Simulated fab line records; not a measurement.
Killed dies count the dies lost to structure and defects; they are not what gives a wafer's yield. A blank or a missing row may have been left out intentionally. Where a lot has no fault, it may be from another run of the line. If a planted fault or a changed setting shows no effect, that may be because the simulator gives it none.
Matching of chambers	flow sky130	cmp-01 running SKY_VIA2_CMP_02: 4 sister chambers
The step polishes SiO2. 14 wafers are shown with their chamber, then 7 later ones without.

== WAFERS WITH THEIR CHAMBER ==
wafer	chamber	motor-current-A (A)	edge-zone-pressure-frac	slurry-filter-dp-kPa (kPa)
L503.3	3	10.3	0.991	13.33
L503.5	2	12.6	1.011	13.54
L503.6	3	9.9	0.997	13.33
L504.1	3	10.2	1.002	13.55
L504.4	1	11.3	1.006	13.39
L504.6	1	11.5	1.007	13.67
L509.3	3	10.5	1.004	13.40
L509.4	2	13.9	0.990	13.67
L509.6	2	13.2	1.007	13.44
L517.1	3	10.7	0.999	13.21
L517.4	2	13.3	1.008	13.51
L517.5	1	12.2	1.004	13.59
L519.2	0	9.4	0.997	13.50
L519.4	3	10.6	0.993	13.61

SIGNATURES (averages over the wafers above)
reading	chamber 0	chamber 1	chamber 2	chamber 3	scatter within a chamber
motor-current-A	9.400	11.667	13.250	10.367	0.416
edge-zone-pressure-frac	0.99700	1.00567	1.00400	0.99767	0.00634
slurry-filter-dp-kPa	13.5000	13.5500	13.5400	13.4050	0.135
Rule: for each reading, subtract the chamber's mean from the wafer's reading, divide by that reading's scatter and square the result; add these up over the readings and take the root, which gives the wafer's distance from the chamber. The wafer belongs to the nearest chamber; if the next one is less than 2 further off, it can't be placed. The scatter is the square root of a quotient: the sum, over the shown wafers, of each reading's squared deviation from its chamber's mean, divided by wafers minus chambers.

== WAFERS WITH NO CHAMBER GIVEN ==
wafer	motor-current-A (A)	edge-zone-pressure-frac	slurry-filter-dp-kPa (kPa)
L519.6	13.2	1.003	13.62
L520.1	10.5	1.007	13.43
L520.2	13.4	0.998	13.33
L520.6	10.6	0.991	13.46
L524.2	11.0	1.002	13.42
L524.5	9.4	0.996	13.43
L524.6	11.8	0.999	13.55

== WHICH CHAMBER EACH ONE RAN IN ==
wafer	from the rows above	in truth
L519.6	2	2
L520.1	can't be placed: 3 or 1 or 0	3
L520.2	2	2
L520.6	can't be placed: 3 or 0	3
L524.2	can't be placed: 3 or 1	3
L524.5	can't be placed: 0 or 3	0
L524.6	1	1
Correctly placed: 3 of 7. These rows do not allow placing 4 (true chamber among the candidates in 4). Number placed wrongly: 0.
